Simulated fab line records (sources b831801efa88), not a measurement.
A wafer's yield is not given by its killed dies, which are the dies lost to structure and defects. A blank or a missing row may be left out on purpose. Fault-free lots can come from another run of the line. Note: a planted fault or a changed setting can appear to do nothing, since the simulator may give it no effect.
Which tool was responsible? + flow gf180mcu + Sampling: 13 lots, 39 wafers, 4 of 602 route steps

== WHAT THE GAUGES READ, wafer by wafer ==
GF_V4_BOW_MEAS_05. Usual: V4_BOW 133 um, standard deviation 9.8.
| lot  | measured     | on            | V4_BOW (um) | flag |
|------|--------------|---------------|-------------|------|
| L247 | day 23 09:32 | film-metro-01 | 137 140 150 |      |
| L249 | day 24 08:40 | film-metro-02 | 125 117 115 |      |
| L250 | day 24 12:07 | film-metro-01 | 133 118 124 |      |
| L252 | day 25 04:45 | film-metro-03 | 142 139 131 |      |
| L253 | day 25 13:52 | film-metro-03 | 142 140 130 |      |
| L256 | day 26 18:30 | film-metro-01 | 151 137 126 |      |
| L257 | day 27 05:53 | film-metro-01 | 129 119 126 |      |
| L259 | day 27 16:04 | film-metro-02 | 146 142 144 |      |
| L258 | day 27 16:42 | film-metro-02 | 154 143 146 |      |
| L261 | day 28 08:11 | film-metro-02 | 122 135 124 |      |
| L267 | day 29 22:04 | film-metro-02 | 122 133 131 |      |
| L269 | day 30 08:07 | film-metro-01 | 137 152 135 |      |
| L270 | day 30 15:08 | film-metro-01 | 133 129 144 |      |

GF_V4_OVL_MEAS_15. Usual: V4_OVL 0 nm, standard deviation 4.3.
| lot  | measured     | on         | V4_OVL (nm) | flag |
|------|--------------|------------|-------------|------|
| L247 | day 24 08:09 | overlay-01 | 0 -3 4      |      |
| L249 | day 25 06:17 | overlay-01 | -6 -4 -8    |      |
| L250 | day 25 10:17 | overlay-02 | 3 0 -1      |      |
| L252 | day 26 01:56 | overlay-02 | -2 -1 5     |      |
| L253 | day 26 11:17 | overlay-01 | 8 2 -1      |      |
| L256 | day 27 14:56 | overlay-01 | 2 0 -4      |      |
| L257 | day 28 02:14 | overlay-02 | -1 -2 -2    |      |
| L259 | day 28 11:29 | overlay-01 | -3 -2 -4    |      |
| L258 | day 28 11:50 | overlay-02 | 4 -4 1      |      |
| L261 | day 29 04:05 | overlay-01 | 1 2 -4      |      |
| L267 | day 30 17:05 | overlay-02 | 6 6 2       |      |
| L269 | day 31 02:23 | overlay-01 | -6 0 2      |      |
| L270 | day 31 08:35 | overlay-02 | 2 -3 -8     |      |

GF_V5_THK_MEAS_25: measures by xrf. Usual: V5_W_THK 361 nm, standard deviation 5.
| lot  | measured     | on            | V5_W_THK (nm) | flag |
|------|--------------|---------------|---------------|------|
| L247 | day 27 03:56 | film-metro-01 | 358 364 362   |      |
| L249 | day 28 00:27 | film-metro-04 | 362 364 362   |      |
| L250 | day 28 04:14 | film-metro-04 | 363 363 366   |      |
| L252 | day 28 18:49 | film-metro-04 | 364 365 367   |      |
| L253 | day 29 04:10 | film-metro-02 | 364 363 366   |      |
| L256 | day 30 04:49 | film-metro-01 | 355 358 354   |      |
| L257 | day 30 15:02 | film-metro-04 | 363 370 367   |      |
| L259 | day 31 00:47 | film-metro-04 | 361 355 360   |      |
| L258 | day 31 01:08 | film-metro-02 | 369 363 365   |      |
| L261 | day 31 15:59 | film-metro-04 | 366 363 369   |      |
| L267 | day 33 00:59 | film-metro-04 | 358 357 361   |      |
| L269 | day 33 10:01 | film-metro-01 | 351 349 356   |      |
| L270 | day 33 14:44 | film-metro-04 | 361 361 360   |      |

== EACH LOT AND THE TOOL THAT RAN IT (in order: tool; ch and the chambers of the sampled wafers; start) ==
| lot  | GF_V1_CMP_26                  |
|------|-------------------------------|
| L247 | cmp-02 ch 1,2, day 18 01:53   |
| L249 | cmp-01 ch 0,1,2, day 19 02:46 |
| L250 | cmp-02 ch 0,1, day 19 06:38   |
| L252 | cmp-01 ch 0,2, day 20 02:40   |
| L253 | cmp-01 ch 1,2,3, day 20 11:16 |
| L256 | cmp-01 ch 1,2,3, day 21 20:29 |
| L257 | cmp-02 ch 0,2,3, day 22 09:22 |
| L259 | cmp-02 ch 1,2,3, day 22 21:34 |
| L258 | cmp-02 ch 1,3, day 22 21:58   |
| L261 | cmp-02 ch 0,1,3, day 23 15:27 |
| L267 | cmp-01 ch 1,2,3, day 25 10:23 |
| L269 | cmp-02 ch 0,2,3, day 25 22:05 |
| L270 | cmp-01 ch 0,1,3, day 26 07:09 |
- GF_V1_CMP_26: polishes, stops on SiO2, t overpolish 15 s, target thk 0 nm.

== AS READ BY THE TOOLS THEMSELVES (means over the sampled wafers that have a number; for cases with no such wafer, the mark the record gives instead) ==
GF_V1_CMP_26. Usual: motor-current-A 11.3 A, standard deviation 0.87; overpolish-run-s 15.001 s, standard deviation 0.0087; time-to-endpoint-s 85 s, standard deviation 3.5.
| lot  | tool   | motor-current-A (A) | overpolish-run-s (s) | time-to-endpoint-s (s) | flag |
|------|--------|---------------------|----------------------|------------------------|------|
| L247 | cmp-02 | 10.7                | 15.004               | 79                     |      |
| L249 | cmp-01 | 11.8                | 15.005               | 86                     |      |
| L250 | cmp-02 | 10.4                | 15.001               | 85                     |      |
| L252 | cmp-01 | 11.4                | 14.999               | 83                     |      |
| L253 | cmp-01 | 11.9                | 15.001               | 83                     |      |
| L256 | cmp-01 | 12.1                | 14.999               | 82                     |      |
| L257 | cmp-02 | 10.2                | 14.995               | 86                     |      |
| L259 | cmp-02 | 10.3                | 14.991               | 90                     |      |
| L258 | cmp-02 | 10.2                | 14.992               | 85                     |      |
| L261 | cmp-02 | 10.4                | 15.005               | 88                     |      |
| L267 | cmp-01 | 11.8                | 15.000               | 89                     |      |
| L269 | cmp-02 | 10.7                | 15.003               | 82                     |      |
| L270 | cmp-01 | 12.0                | 14.994               | 85                     |      |

== THE ANSWER, worked out from the rows above alone ==
Rule: a lot is off if the mean of its wafers that have a number lies more than 3 standard deviations from the usual mean. A lot without any number at a reading at which 4 lots or more have one is off too. All remaining lots with rows at the step are treated as sound. After the gauges, taken in route order, come the tools' own readings; for these a lot's mean is taken, as printed above. At the first step where some lot is off, the reading lying furthest off is the one used; lots without a number count as furthest.
Nothing can be told from this: no lot is off at any reading shown.

== WHAT THE SIMULATOR HAD PUT IN ==
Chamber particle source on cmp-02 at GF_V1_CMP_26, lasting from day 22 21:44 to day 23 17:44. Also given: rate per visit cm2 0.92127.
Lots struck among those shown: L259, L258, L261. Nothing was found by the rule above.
